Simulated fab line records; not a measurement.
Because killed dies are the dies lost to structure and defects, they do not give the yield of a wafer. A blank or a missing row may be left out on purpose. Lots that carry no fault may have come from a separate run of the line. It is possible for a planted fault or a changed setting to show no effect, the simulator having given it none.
Which of the tools did it? + flow sky130 + 11 lots with 29 wafers sampled at 4 steps, on a route of 708 steps

WHAT THE GAUGES SHOWED, per wafer
SKY_VIA1_RS_MEAS_22: measurement is done with a four-point probe.
| lot  | measured     | on            | VIA1_W_RS (ohm/sq)                  |
|------|--------------|---------------|-------------------------------------|
| L502 | day 35 20:00 | film-metro-04 | 0.431 0.423 0.429                   |
| L503 | day 36 13:32 | film-metro-02 | 0.429 0.426 0.432                   |
| L505 | day 37 01:07 | film-metro-02 | 0.416 0.427 0.418                   |
| L508 | day 37 22:13 | film-metro-01 | 0.414 0.422 0.411                   |
| L511 | day 39 03:55 | film-metro-01 | 0.332 0.331                         |
| L513 | day 39 05:45 | film-metro-02 | 0.329 0.330                         |
| L515 | day 39 20:18 | film-metro-02 | 0.333 0.410 0.415 0.333 0.412 0.415 |
| L517 | day 40 07:16 | film-metro-04 | 0.432 0.428 0.432                   |
| L520 | day 41 04:30 | film-metro-02 | 0.432 0.424 0.432                   |
| L521 | day 41 07:55 | film-metro-02 | 0.426 0.423 0.422                   |
| L522 | day 41 21:35 | film-metro-02 | 0.424 0.428 0.427                   |

WHAT TOOL EACH LOT RAN ON (gives the tool, then ch and the chambers of the sampled wafers, and finally the start)
| lot  | SKY_LI_CONTACT_ETCH_14             | SKY_LI_CONTACT_SPUTTER_19    | SKY_VIA1_CVD_21               |
|------|------------------------------------|------------------------------|-------------------------------|
| L502 | rie-diel-04 ch 0,1,2, day 30 23:14 | pvd-sputter-02, day 30 23:39 | cvd-w-02 ch 0,1, day 35 19:53 |
| L503 | rie-diel-04 ch 0,3, day 31 17:59   | pvd-sputter-02, day 31 18:25 | cvd-w-02 ch 0, day 36 13:26   |
| L505 | rie-diel-03 ch 0,3, day 32 04:59   | pvd-sputter-02, day 32 05:24 | cvd-w-01 ch 0,1, day 37 01:01 |
| L508 | rie-diel-03 ch 0,3, day 33 01:41   | pvd-sputter-02, day 33 02:08 | cvd-w-01 ch 0,1, day 37 22:07 |
| L511 | rie-diel-03 ch 0, day 34 09:40     | pvd-sputter-02, day 34 10:06 | cvd-w-01 ch 0, day 39 03:49   |
| L513 | rie-diel-02 ch 3, day 34 12:25     | pvd-sputter-04, day 34 12:51 | cvd-w-01 ch 0, day 39 05:39   |
| L515 | rie-diel-03 ch 0,2,3, day 35 05:01 | pvd-sputter-01, day 35 05:27 | cvd-w-01 ch 0,1, day 39 20:12 |
| L517 | rie-diel-04 ch 0,1,2, day 35 14:23 | pvd-sputter-04, day 35 14:49 | cvd-w-02 ch 0,1, day 40 07:11 |
| L520 | rie-diel-02 ch 2,3, day 36 15:55   | pvd-sputter-01, day 36 16:20 | cvd-w-02 ch 0,1, day 41 04:24 |
| L521 | rie-diel-03 ch 0,1,2, day 36 17:49 | pvd-sputter-04, day 36 18:15 | cvd-w-02 ch 0,1, day 41 07:49 |
| L522 | rie-diel-02 ch 0,2,3, day 37 08:13 | pvd-sputter-04, day 37 08:38 | cvd-w-02 ch 0,1, day 41 21:28 |
- SKY_LI_CONTACT_ETCH_14: etches BARC in N2/H2, stops on SiO2, time 45.9 s, target depth 60 nm.
- SKY_LI_CONTACT_SPUTTER_19: material Ti, target thk 20 nm, time 106.37 s.
- SKY_VIA1_CVD_21: deposits W, target thk 270 nm, time 80.902 s.

THE ANSWER, worked out from the rows above alone
Rule: usual is defined by the lots themselves. Put in order of their means at a reading, lots are off if they are a third of the lots or fewer, leave a main group of 4 or more, and stand apart from it by a gap of 3 or more times the standard deviation of the main group's means; of several such gaps the widest counts. If all means in a main group match to the digits the tables above print for the reading, that group is not used. A lot without any number at a reading at which 4 lots or more have one is off too. All remaining lots with rows at the step are treated as sound.
Off: at SKY_VIA1_RS_MEAS_22 (VIA1_W_RS), L511, L513, L515. For the main group the mean is 0.425 ohm/sq and the standard deviation 0.0048.
A tool fits if, at a process step before that reading, it ran every lot that is off, and no sound lot after the first of them. Those tools and the gauges at SKY_VIA1_RS_MEAS_22 are tried in the same way. One candidate fits, namely cvd-w-01 at SKY_VIA1_CVD_21. Its last sound lot is L508 (day 37 22:07), its first lot that is off L511 (day 39 03:49): a fault that began between those two fits.

WHAT THE SIMULATOR PUT IN
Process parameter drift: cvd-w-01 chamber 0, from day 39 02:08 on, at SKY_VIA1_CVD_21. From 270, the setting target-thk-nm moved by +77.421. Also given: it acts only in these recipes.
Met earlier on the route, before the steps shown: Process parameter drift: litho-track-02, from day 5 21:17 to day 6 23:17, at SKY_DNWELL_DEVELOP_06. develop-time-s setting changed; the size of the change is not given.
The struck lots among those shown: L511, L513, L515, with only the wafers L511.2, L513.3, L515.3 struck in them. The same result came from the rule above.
